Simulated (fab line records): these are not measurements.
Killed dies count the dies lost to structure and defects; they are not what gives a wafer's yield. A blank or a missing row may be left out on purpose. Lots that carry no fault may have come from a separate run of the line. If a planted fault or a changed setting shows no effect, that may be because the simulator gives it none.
Comparing a struck lot with a sound one -- flow gf180mcu -- 15 steps out of a route of 602
Sound: wafers L356.2, L356.4, L356.6. Struck: wafer L368.2. (L368.5, L368.6 of the same lot were not struck and are left out.) The cause comes at the end.
For every step that has rows: the tool of each side, followed by ch and its chambers, followed by its first start. Under that, the readings that differ: sound wafers -- struck wafers -- difference of the means -- sigmas: that difference in standard deviations of wafers without a fault.
alike: words and numbers the same on both sides, and readings whose means are apart by under 2 such deviations; not compared: readings that were withheld, readings missing a value for some wafer, numbers with overlapping values and no deviation given by the record, and bounds like >300 which may hide the same value.
A row with sigmas, a row that says differs or no value, or rows on one side alone: a step with any of these is where the two part. Numbers that don't overlap but have no deviation are shown without sigmas and don't part them. A reading that every wafer of one side lacks parts them only if that side has two wafers or more.

GF_POLY_GATE_THK_MEAS_01:
  sound on film-metro-03 at day 10 14:00; struck on film-metro-01 at day 14 00:35
  alike: POLY_GATE_CVD_00_THK
then, 8 steps without rows for these wafers: GF_POLY_GATE_DEHYDRATE_02 (time 60 s); GF_POLY_GATE_HMDS_03 (prime time 60 s); GF_POLY_GATE_COAT_04; GF_POLY_GATE_COAT_05 (resist thk 700 nm); GF_POLY_GATE_SOFTBAKE_06 (time 60 s); GF_POLY_GATE_EXPOSE_07 (exposes mask Poly2, target cd 280 nm); GF_POLY_GATE_PEB_08 (peb time 90 s); GF_POLY_GATE_DEVELOP_09 (develop time 60 s).
GF_POLY_GATE_CD_MEAS_10: target cd 280 nm.
  sound on cd-sem-01 at day 11 08:36; struck on cd-sem-02 at day 14 21:09
  alike: cd-nm
GF_POLY_GATE_OVL_MEAS_11:
  sound on overlay-02 at day 11 08:42; struck on overlay-02 at day 14 21:15
  alike: POLY_GATE_OVL
GF_POLY_GATE_ETCH_12: etches BARC in N2/H2.
  sound on rie-diel-02 ch 0,1,3, day 11 08:44; struck on rie-diel-02 ch 3, day 14 21:17
reading,sound,struck,difference,sigmas
throttle-valve-pct (%),13.199 13.210 13.206,13.226,+0.021,+2
  alike: bias-w, drypump-motor-current-A, oes-product-au
GF_POLY_GATE_ETCH_13: etches poly-Si in HBr/Cl2, stops on SiO2, target depth 198.5 nm, time 69.6 s.
  sound on rie-si-01 ch 0,3, day 11 08:47; struck on rie-si-01 ch 2, day 14 21:20
reading,sound,struck,difference,sigmas
oes-product-au (a.u.),0.978 0.993 0.976,1.024,+0.042,+6
run-length-s (s),98.0 98.4 97.9,88.5,-9.6,-26
model.etch.depth-nm (nm),199.3 197.9 198.2,173.8,-24.7,
model.POLY_GATE.feature-depth-nm (nm),199.3 197.9 198.2,173.8,-24.7,
  alike: drypump-motor-current-A, throttle-valve-pct
  not compared: bias-w, rf-hours-counter-h
GF_POLY_GATE_STRIP_14: strips in O2/N2.
  sound on plasma-asher-02 ch 0,1, day 11 08:50; struck on plasma-asher-01 ch 0, day 14 21:23
  alike: drypump-motor-current-A, heater-power-w, oes-product-au, platen-temp-c
  not compared: rf-hours-counter-h
-- here the record skips 19 days between the struck wafers' starts before and after, leaving off in module POLY_GATE and picking up in module PASSIVATION (first step shown: number 602 of the route) --
GF_PASSIVATION_PROBE_99:
  record: rows for the struck wafers here (prober-02, day 34 05:01), none for the sound ones

## WHERE THEY PART
Earliest at GF_POLY_GATE_ETCH_12; latest, in this record, at GF_PASSIVATION_PROBE_99.

WHY: the cause the simulator had injected
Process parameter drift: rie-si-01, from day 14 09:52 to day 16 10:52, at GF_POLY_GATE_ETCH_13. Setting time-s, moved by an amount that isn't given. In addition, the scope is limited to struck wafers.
